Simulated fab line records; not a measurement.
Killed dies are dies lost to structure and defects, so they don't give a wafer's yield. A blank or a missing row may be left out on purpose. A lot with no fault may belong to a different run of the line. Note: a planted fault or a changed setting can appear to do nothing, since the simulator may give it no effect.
Split-lot study | flow sky130 | route with 708 steps; 5 lots, 23 wafers read

== ON THE SPLIT ==
At SKY_SONOS_TUNNEL_DEVELOP_06 (develop time 60 s), the setting developTimeS was moved away from the recipe's 60 s on 7 of the 23 wafers read, by +5.0% to +12.4%. This setting was run at the recipe's value on the other wafers.

No step appears in the file between the split and the reading.

== THE READING ==
At SKY_SONOS_TUNNEL_CD_MEAS_07: cdNm in nanometres, against a target cd of 410 nm. Typical for fault-free wafers on this fab line: 409.7 nm, with standard deviation 2.5 nm.

wafer  | tool, chamber at the split | developTimeS as run, s | against the recipe | cdNm, nm | against lot-mates on the recipe
L074.1 | lithoTrack-04, 0           | 60                     | recipe             | 407.2    | -
L074.2 | lithoTrack-04, 0           | 60                     | recipe             | 407.3    | -
L074.6 | lithoTrack-04, 0           | 60                     | recipe             | 405.7    | -
L080.2 | lithoTrack-03, 0           | 60                     | recipe             | 411.7    | -
L080.3 | lithoTrack-03, 0           | 64.33                  | +7.2%              | 416.7    | +5.4
L080.4 | lithoTrack-03, 0           | 64.33                  | +7.2%              | 418.2    | +6.9
L080.5 | lithoTrack-03, 0           | 60                     | recipe             | 410.1    | -
L080.6 | lithoTrack-03, 0           | 60                     | recipe             | 412.2    | -
L081.1 | lithoTrack-04, 0           | 60                     | recipe             | 407.2    | -
L081.2 | lithoTrack-04, 0           | 60                     | recipe             | 410.2    | -
L081.4 | lithoTrack-04, 0           | 60                     | recipe             | 409.2    | -
L081.5 | lithoTrack-04, 0           | 60                     | recipe             | 412.2    | -
L081.6 | lithoTrack-04, 0           | 60                     | recipe             | 408.3    | -
L082.1 | lithoTrack-01, 0           | 67.44                  | +12.4%             | 420.3    | +12.5
L082.3 | lithoTrack-01, 0           | 60                     | recipe             | 408.5    | -
L082.4 | lithoTrack-01, 0           | 60                     | recipe             | 407.4    | -
L082.5 | lithoTrack-01, 0           | 60                     | recipe             | 407.5    | -
L082.6 | lithoTrack-01, 0           | 67.44                  | +12.4%             | 417.8    | +10.0
L085.1 | lithoTrack-04, 0           | 60                     | recipe             | 411.0    | -
L085.2 | lithoTrack-04, 0           | 62.98                  | +5.0%              | 418.1    | +6.5
L085.3 | lithoTrack-04, 0           | 60                     | recipe             | 412.2    | -
L085.5 | lithoTrack-04, 0           | 62.98                  | +5.0%              | 417.1    | +5.5
L085.6 | lithoTrack-04, 0           | 62.98                  | +5.0%              | 415.8    | +4.2

FIT RESULTS
A straight line over all 23 wafers: cdNm changes by +0.942 nm for each +1% of developTimeS; r = +0.86; the points scatter about the line by 2.3 nm.
The same after taking each lot's own level away (the mean of its wafers on the recipe; 23 wafers): +0.915 nm for each +1%; r = +0.95; scatter 1.2 nm.
On that fit, the largest move of developTimeS shifts the reading by 11 nm.
Across the lots, their own levels run from 406.73 to 411.60 nm, a range of 1.9 times the standard deviation given above.
Hence the lot-to-lot level has little effect on the slope; both slopes agree.
Check: for one of the wafers moved furthest among these (+12.4%), held out of the fit, the line's prediction against its lot-mates is +10.9 nm. Against them it came out at +12.5 nm.

== FURTHER SPLITS ON THESE WAFERS ==
Before the reading, these wafers also passed through other splits. Each is held against what the fit with the lots' levels taken away leaves over:
other split on the same wafers         | wafers away from the commonest value | r with cdNm (lot level and that fit taken away)
SKY_FIELD_ISO_OXIDATION_01 tempC       | 10                                   | +0.10
SKY_FIELD_ISO_CVD_03 tempC             | 15                                   | +0.14
SKY_NWELL_IMPLANT_24 energyKev         | 7                                    | +0.00
SKY_VT_ADJUST_HVTP_COAT_02 spinRpm     | 5                                    | +0.15
SKY_VT_ADJUST_HVTP_DEVELOP_06 devTempC | 5                                    | +0.14
SKY_VT_ADJUST_HVTR_DEVELOP_06 devTempC | 9                                    | -0.24
SKY_VT_ADJUST_PCH_COAT_02 spinRpm      | 9                                    | +0.06

== THE FILE'S OWN FIT ==
cdNm changes by +0.912 nm for each +1% of developTimeS, r = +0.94.
